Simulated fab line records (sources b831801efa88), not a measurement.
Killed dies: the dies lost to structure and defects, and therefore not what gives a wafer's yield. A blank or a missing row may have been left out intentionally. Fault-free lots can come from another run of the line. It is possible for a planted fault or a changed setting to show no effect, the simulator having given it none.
A struck lot beside a sound one :: flow sfq line :: 14 steps out of a route of 325
Sound: wafers L558.1, L558.2, L558.6. Struck: wafers L561.2, L561.5, L561.6. The cause is given at the end.
At each step with rows: each side's tool, then ch and its chambers, then its first start. Under that, the readings that differ: sound wafers :: struck wafers :: difference of the means :: sigmas: that difference in standard deviations of wafers without a fault.
alike: readings with means less than 2 such deviations apart, plus words and numbers identical on both sides. not compared: withheld readings, readings lacking a value on some wafer, bounds such as >300 that could conceal the same value, and numbers that have no deviation in the record and whose values overlap.
A row with sigmas, a row that says differs or no value, or rows on one side alone: a step with any of these is where the two part. When numbers do not overlap yet have no deviation, they are printed without sigmas and do not part them. A reading that every wafer of one side lacks parts them only if that side has two wafers or more.

first, 7 steps without rows for these wafers: SFQ_TRILAYER_JJ_CE_STRIP_SOLV_CLEAN_121 (cleans in NMP, time 600 s); SFQ_TRILAYER_M5_LITHO_COAT_128 (resist thk 62 nm); SFQ_TRILAYER_M5_LITHO_COAT_123 (resist thk 600 nm); SFQ_TRILAYER_M5_LITHO_SOFTBAKE_127; SFQ_TRILAYER_M5_LITHO_EXPOSE_124 (exposes mask M5, target cd 700 nm); SFQ_TRILAYER_M5_LITHO_PEB_126 (peb time 60 s); SFQ_TRILAYER_M5_LITHO_DEVELOP_125 (time 60 s).
SFQ_M5_OVL_MEAS_932:
  sound on overlay-02, day 56 07:08; struck on overlay-01, day 57 08:28
  alike: M5_OVL
SFQ_TRILAYER_M5_BARC_OPEN_METAL_ETCH_161: etches BARC in O2, target depth 125 nm, time 41.7 s.
  sound on rie metal-04 ch 0,1, day 56 07:11; struck on rie metal-02 ch 0,1, day 57 08:29
  alike: drypump motor current A, oes product au
  not compared: rf hours counter h
SFQ_TRILAYER_M5_ETCH_METAL_ETCH_126: etches Nb in Cl2/BCl3, stops on SiO2, time 203.2 s, target depth 265 nm.
  sound on rie metal-04 ch 0,1, day 56 07:14; struck on rie metal-02 ch 0,1, day 57 08:33
  alike: drypump motor current A, oes product au
  not compared: rf hours counter h
SFQ_TRILAYER_M5_STRIP_STRIP_127: strips in O2.
  sound on rie metal-04 ch 0,1, day 56 07:26; struck on rie metal-02 ch 0,1, day 57 08:45
  alike: drypump motor current A, oes product au
  not compared: rf hours counter h
then, 1 step without rows for these wafers: SFQ_TRILAYER_M5_STRIP_SOLV_CLEAN_128 (cleans in NMP, time 600 s).
SFQ_TRILAYER_A5B_DEP_PECVD_129: deposits SiO2 from SiH4/N2O, time 127.9 s, target thk 600 nm.
  sound on pecvd-02 ch 0,1, day 56 08:13; struck on pecvd-02 ch 0,1,2, day 57 09:31
reading: model.SiO2_of_TRILAYER_A5B_DEP_PECVD_129.thk nm (nm)
sound: 563.8 560.7 575.5
struck: 438.2 450.2 453.6
difference: -119.3
sigmas: 
  alike: heater power w, throttle valve pct
SFQ_TRILAYER_A5B_CMP_CMP_130: polishes, stops on Nb, target thk 340.7 nm.
  sound on cmp-01 ch 0,1,3, day 56 12:34; struck on cmp-01 ch 1,2,3, day 58 02:04
  alike: edge zone pressure frac, motor current A

## WHERE THEY PART
Nowhere in this record.

WHY: what had been put in by the simulator
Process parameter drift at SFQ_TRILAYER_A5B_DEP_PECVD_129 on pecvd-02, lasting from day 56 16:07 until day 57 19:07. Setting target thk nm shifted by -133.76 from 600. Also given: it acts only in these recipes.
